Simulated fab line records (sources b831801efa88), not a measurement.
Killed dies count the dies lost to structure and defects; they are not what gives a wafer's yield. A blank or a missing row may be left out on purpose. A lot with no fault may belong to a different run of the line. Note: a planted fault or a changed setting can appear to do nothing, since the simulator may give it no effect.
Which of the tools did it? :: flow sky130 :: 9 lots, 27 wafers sampled, at 6 steps of a route of 708

WHAT EACH GAUGE READ, for each wafer
SKY_CAPM_THK_MEAS_01.
lot: L393
measured: day 36 16:23
on: film_metro-01
CAPM_CVD_00_THK (nm): 15.09 15.97 15.36

lot: L394
measured: day 36 21:08
on: film_metro-02
CAPM_CVD_00_THK (nm): 15.50 15.55 15.53

lot: L398
measured: day 38 08:41
on: film_metro-01
CAPM_CVD_00_THK (nm): 15.54 15.83 16.09

lot: L402
measured: day 40 04:34
on: film_metro-02
CAPM_CVD_00_THK (nm): 15.80 15.81 15.64

lot: L404
measured: day 40 07:05
on: film_metro-01
CAPM_CVD_00_THK (nm): 15.41 15.47 15.86

lot: L410
measured: day 42 00:44
on: film_metro-02
CAPM_CVD_00_THK (nm): 15.71 15.57 15.70

lot: L411
measured: day 42 04:37
on: film_metro-04
CAPM_CVD_00_THK (nm): 15.08 15.57 15.49

lot: L413
measured: day 42 12:37
on: film_metro-04
CAPM_CVD_00_THK (nm): 15.47 15.34 15.51

lot: L412
measured: day 42 14:32
on: film_metro-01
CAPM_CVD_00_THK (nm): 15.01 15.49 15.59

SKY_CAPM_RS_MEAS_03: measurement is done with a four-point probe.
lot: L393
measured: day 36 16:35
on: film_metro-02
CAPM_TIN_RS (ohm/sq): 6.94 7.02 6.94

lot: L394
measured: day 36 21:18
on: film_metro-04
CAPM_TIN_RS (ohm/sq): 6.83 6.88 6.92

lot: L398
measured: day 38 08:52
on: film_metro-04
CAPM_TIN_RS (ohm/sq): 6.95 6.95 6.97

lot: L402
measured: day 40 04:44
on: film_metro-01
CAPM_TIN_RS (ohm/sq): 6.99 6.95 6.93

lot: L404
measured: day 40 07:15
on: film_metro-02
CAPM_TIN_RS (ohm/sq): 6.88 6.85 6.82

lot: L410
measured: day 42 00:56
on: film_metro-01
CAPM_TIN_RS (ohm/sq): 7.42 7.42 7.46 7.41 7.44 7.44

lot: L411
measured: day 42 04:47
on: film_metro-02
CAPM_TIN_RS (ohm/sq): 7.36 7.42 7.40 7.36 7.42 7.38

lot: L413
measured: day 42 12:47
on: film_metro-04
CAPM_TIN_RS (ohm/sq): 6.89 6.99 6.93

lot: L412
measured: day 42 14:43
on: film_metro-02
CAPM_TIN_RS (ohm/sq): 6.84 6.82 6.81

SKY_CAPM_THK_MEAS_04: measures by xrf.
lot: L393
measured: day 36 16:41
on: film_metro-02
CAPM_TIN_THK (nm): 197.7 197.2 198.8

lot: L394
measured: day 36 21:25
on: film_metro-04
CAPM_TIN_THK (nm): 200.6 198.4 197.8

lot: L398
measured: day 38 08:59
on: film_metro-04
CAPM_TIN_THK (nm): 197.9 198.2 198.5

lot: L402
measured: day 40 04:51
on: film_metro-01
CAPM_TIN_THK (nm): 196.5 198.1 198.7

lot: L404
measured: day 40 07:22
on: film_metro-02
CAPM_TIN_THK (nm): 200.0 201.0 201.8

lot: L410
measured: day 42 04:32
on: film_metro-01
CAPM_TIN_THK (nm): 185.5 185.9 184.0 182.9 184.2 184.6

lot: L411
measured: day 42 06:25
on: film_metro-02
CAPM_TIN_THK (nm): 188.1 187.7 186.8 188.0 186.4 186.7

lot: L413
measured: day 42 12:54
on: film_metro-04
CAPM_TIN_THK (nm): 200.6 197.1 198.2

lot: L412
measured: day 42 14:49
on: film_metro-02
CAPM_TIN_THK (nm): 201.4 202.7 203.1

TOOL THAT RAN EACH LOT (tool first, then ch and the chambers of the sampled wafers, then the start)
lot: L393
SKY_METAL3_SPUTTER_01: pvd_sputter-02, day 36 16:13
SKY_METAL3_SPUTTER_04: pvd_sputter-02, day 36 16:18
SKY_CAPM_SPUTTER_02: pvd_sputter-03, day 36 16:26

lot: L394
SKY_METAL3_SPUTTER_01: pvd_sputter-02, day 36 20:58
SKY_METAL3_SPUTTER_04: pvd_sputter-02, day 36 21:04
SKY_CAPM_SPUTTER_02: pvd_sputter-04, day 36 21:11

lot: L398
SKY_METAL3_SPUTTER_01: pvd_sputter-03, day 38 08:32
SKY_METAL3_SPUTTER_04: pvd_sputter-03, day 38 08:37
SKY_CAPM_SPUTTER_02: pvd_sputter-04, day 38 08:45

lot: L402
SKY_METAL3_SPUTTER_01: pvd_sputter-03, day 40 04:23
SKY_METAL3_SPUTTER_04: pvd_sputter-03, day 40 04:29
SKY_CAPM_SPUTTER_02: pvd_sputter-02, day 40 04:37

lot: L404
SKY_METAL3_SPUTTER_01: pvd_sputter-02, day 40 06:55
SKY_METAL3_SPUTTER_04: pvd_sputter-02, day 40 07:01
SKY_CAPM_SPUTTER_02: pvd_sputter-04, day 40 07:08

lot: L410
SKY_METAL3_SPUTTER_01: pvd_sputter-01, day 42 00:34
SKY_METAL3_SPUTTER_04: pvd_sputter-01, day 42 00:38
SKY_CAPM_SPUTTER_02: pvd_sputter-04, day 42 00:46

lot: L411
SKY_METAL3_SPUTTER_01: pvd_sputter-01, day 42 04:26
SKY_METAL3_SPUTTER_04: pvd_sputter-01, day 42 04:31
SKY_CAPM_SPUTTER_02: pvd_sputter-04, day 42 04:40

lot: L413
SKY_METAL3_SPUTTER_01: pvd_sputter-01, day 42 12:28
SKY_METAL3_SPUTTER_04: pvd_sputter-01, day 42 12:32
SKY_CAPM_SPUTTER_02: pvd_sputter-03, day 42 12:40

lot: L412
SKY_METAL3_SPUTTER_01: pvd_sputter-01, day 42 14:22
SKY_METAL3_SPUTTER_04: pvd_sputter-01, day 42 14:26
SKY_CAPM_SPUTTER_02: pvd_sputter-02, day 42 14:34
- SKY_METAL3_SPUTTER_01: material TiN, target thk 20 nm, time 16.7 s.
- SKY_METAL3_SPUTTER_04: material TiN, target thk 70 nm, time 58.3 s.
- SKY_CAPM_SPUTTER_02: material TiN, target thk 200 nm, time 166.7 s.

AS READ BY THE TOOLS THEMSELVES (means over the sampled wafers that have a number; for cases with no such wafer, the mark the record gives instead)
SKY_METAL3_SPUTTER_01.
lot: L393
tool: pvd_sputter-02
chamber_pressure_pa (Pa): 0.4003
throttle_valve_pct (%): 31.0

lot: L394
tool: pvd_sputter-02
chamber_pressure_pa (Pa): 0.3996
throttle_valve_pct (%): 31.1

lot: L398
tool: pvd_sputter-03
chamber_pressure_pa (Pa): 0.3996
throttle_valve_pct (%): 29.2

lot: L402
tool: pvd_sputter-03
chamber_pressure_pa (Pa): 0.4008
throttle_valve_pct (%): 30.0

lot: L404
tool: pvd_sputter-02
chamber_pressure_pa (Pa): 0.4009
throttle_valve_pct (%): 30.0

lot: L410
tool: pvd_sputter-01
chamber_pressure_pa (Pa): 0.4002
throttle_valve_pct (%): 28.7

lot: L411
tool: pvd_sputter-01
chamber_pressure_pa (Pa): 0.4000
throttle_valve_pct (%): 28.6

lot: L413
tool: pvd_sputter-01
chamber_pressure_pa (Pa): 0.3995
throttle_valve_pct (%): 29.0

lot: L412
tool: pvd_sputter-01
chamber_pressure_pa (Pa): 0.4007
throttle_valve_pct (%): 28.9

SKY_METAL3_SPUTTER_04.
lot: L393
tool: pvd_sputter-02
chamber_pressure_pa (Pa): 0.4002
throttle_valve_pct (%): 30.9

lot: L394
tool: pvd_sputter-02
chamber_pressure_pa (Pa): 0.4000
throttle_valve_pct (%): 31.0

lot: L398
tool: pvd_sputter-03
chamber_pressure_pa (Pa): 0.3997
throttle_valve_pct (%): 29.2

lot: L402
tool: pvd_sputter-03
chamber_pressure_pa (Pa): 0.3995
throttle_valve_pct (%): 30.0

lot: L404
tool: pvd_sputter-02
chamber_pressure_pa (Pa): 0.4011
throttle_valve_pct (%): 30.0

lot: L410
tool: pvd_sputter-01
chamber_pressure_pa (Pa): 0.3997
throttle_valve_pct (%): 28.7

lot: L411
tool: pvd_sputter-01
chamber_pressure_pa (Pa): 0.3997
throttle_valve_pct (%): 28.6

lot: L413
tool: pvd_sputter-01
chamber_pressure_pa (Pa): 0.3998
throttle_valve_pct (%): 29.1

lot: L412
tool: pvd_sputter-01
chamber_pressure_pa (Pa): 0.4002
throttle_valve_pct (%): 28.9

SKY_CAPM_SPUTTER_02.
lot: L393
tool: pvd_sputter-03
chamber_pressure_pa (Pa): 0.3994
substrate_temp_c (C): 300.13
throttle_valve_pct (%): 29.6

lot: L394
tool: pvd_sputter-04
chamber_pressure_pa (Pa): 0.3999
substrate_temp_c (C): 299.95
throttle_valve_pct (%): 30.3

lot: L398
tool: pvd_sputter-04
chamber_pressure_pa (Pa): 0.3995
substrate_temp_c (C): 299.93
throttle_valve_pct (%): 30.1

lot: L402
tool: pvd_sputter-02
chamber_pressure_pa (Pa): 0.4002
substrate_temp_c (C): 300.15
throttle_valve_pct (%): 29.8

lot: L404
tool: pvd_sputter-04
chamber_pressure_pa (Pa): 0.4000
substrate_temp_c (C): 300.22
throttle_valve_pct (%): 30.5

lot: L410
tool: pvd_sputter-04
chamber_pressure_pa (Pa): 0.4000
substrate_temp_c (C): 299.85
throttle_valve_pct (%): 30.5

lot: L411
tool: pvd_sputter-04
chamber_pressure_pa (Pa): 0.4006
substrate_temp_c (C): 300.25
throttle_valve_pct (%): 30.6

lot: L413
tool: pvd_sputter-03
chamber_pressure_pa (Pa): 0.3998
substrate_temp_c (C): 300.01
throttle_valve_pct (%): 29.6

lot: L412
tool: pvd_sputter-02
chamber_pressure_pa (Pa): 0.4000
substrate_temp_c (C): 300.22
throttle_valve_pct (%): 30.3

THE ANSWER, worked out from the rows above alone
Rule: the usual values come from the lots themselves. The widest of any qualifying gaps counts: lots, ordered by their means at a reading, are off when they make up no more than a third of the lots, leave a main group of 4 or more, and stand apart from it by 3 or more times the standard deviation of that group's means. A main group is skipped when, at the precision printed for the reading in the tables above, its means are all equal. A lot without any number at a reading at which 4 lots or more have one is off too. All remaining lots with rows at the step are treated as sound. The gauges are gone through in route order, then the tools' own readings, and for those a lot's mean is taken as printed above. At the first step where some lot is off, the reading lying furthest off is the one used; lots without a number count as furthest.
Off: L410, L411, seen at SKY_CAPM_RS_MEAS_03 (CAPM_TIN_RS). For the main group the mean is 6.91 ohm/sq and the standard deviation 0.054.
A tool fits if, at a process step before that reading, it ran every lot that is off, and no sound lot after the first of them. The gauges at SKY_CAPM_RS_MEAS_03 are tried like those tools. One candidate fits, namely pvd_sputter-04 at SKY_CAPM_SPUTTER_02. A fault onset in the window from L404 (day 40 07:08, its last sound lot) to L410 (day 42 00:46, its first lot off) fits.

WHAT HAD BEEN PUT IN BY THE SIMULATOR
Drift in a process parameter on pvd_sputter-04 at SKY_CAPM_SPUTTER_02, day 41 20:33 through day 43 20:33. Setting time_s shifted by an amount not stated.
Shown lots that were struck: L410, L411. The rule given above showed the same thing.
